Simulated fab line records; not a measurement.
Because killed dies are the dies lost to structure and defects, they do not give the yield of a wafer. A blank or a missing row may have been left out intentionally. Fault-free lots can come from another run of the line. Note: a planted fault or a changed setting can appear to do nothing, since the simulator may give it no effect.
2 desks, one fault | flow gf180mcu | what lay behind the numbers comes last; until then each desk has only its own

## DESK OF THE TOOL OWNER: rie_diel-01
The tool's own readings at GF_V5_ETCH_16 (etches BARC in N2/H2): means of the sampled wafers that have a number, for each lot that ran on this tool. The brackets show how far a lot's mean lies from the usual mean; more than 4 standard deviations puts the lot out of limits, marked OUT.
Columns: A = bias_w at GF_V5_ETCH_16, usual 100.0 W; B = drypump_motor_current_A at GF_V5_ETCH_16, usual 6.1 A; C = oes_product_au at GF_V5_ETCH_16, usual 0.856 a.u.; D = throttle_valve_pct at GF_V5_ETCH_16, usual 13.225 %
lot  | first seen here | A     | B   | C     | D
L856 | day 28 00:15    | 100.1 | 6.3 | 0.852 | 13.221
L862 | day 29 12:37    | 99.9  | 6.2 | 0.855 | 13.218
L865 | day 30 08:01    | 99.6  | 6.3 | 0.854 | 13.232
L874 | day 32 11:10    | 98.9  | 6.2 | 0.857 | 13.222
L875 | day 32 21:27    | 99.0  | 6.2 | 0.849 | 13.222
This desk found nothing out of limits on any of the 5 lots.

## METROLOGY DESK
What the gauges read, lot by lot, whatever tool the lot ran on: means of the sampled wafers that have a number. The brackets show how far a lot's mean lies from the usual mean; more than 4 standard deviations puts the lot out of limits, marked OUT.
Columns: A = V5_W_RS at GF_V5_RS_MEAS_24, usual 0.325 ohm/sq; B = V5_W_THK at GF_V5_THK_MEAS_25, usual 343 nm
lot  | first seen here | A     | B
L856 | day 28 01:11    | 0.329 | 339
L858 | day 28 05:40    | 0.324 | 353
L859 | day 28 19:59    | 0.332 | 335
L862 | day 29 13:43    | 0.322 | 342
L861 | day 29 14:37    | 0.333 | 332
L864 | day 30 02:38    | 0.317 | 346
L865 | day 30 08:55    | 0.316 | 344
L867 | day 30 21:11    | 0.317 | 346
L874 | day 32 12:04    | 0.324 | 354
L875 | day 32 22:41    | 0.320 | 358
L876 | day 33 02:55    | 0.318 | 348
L877 | day 33 06:09    | 0.318 | 349
L878 | day 33 10:41    | 0.330 | 342
This desk found nothing out of limits on any of the 13 lots.

## BROUGHT TOGETHER
Nothing out of limits was seen by the tool owner's desk.
Metrology desk: nothing out of limits seen.

## WHAT THE SIMULATOR HAD PUT IN
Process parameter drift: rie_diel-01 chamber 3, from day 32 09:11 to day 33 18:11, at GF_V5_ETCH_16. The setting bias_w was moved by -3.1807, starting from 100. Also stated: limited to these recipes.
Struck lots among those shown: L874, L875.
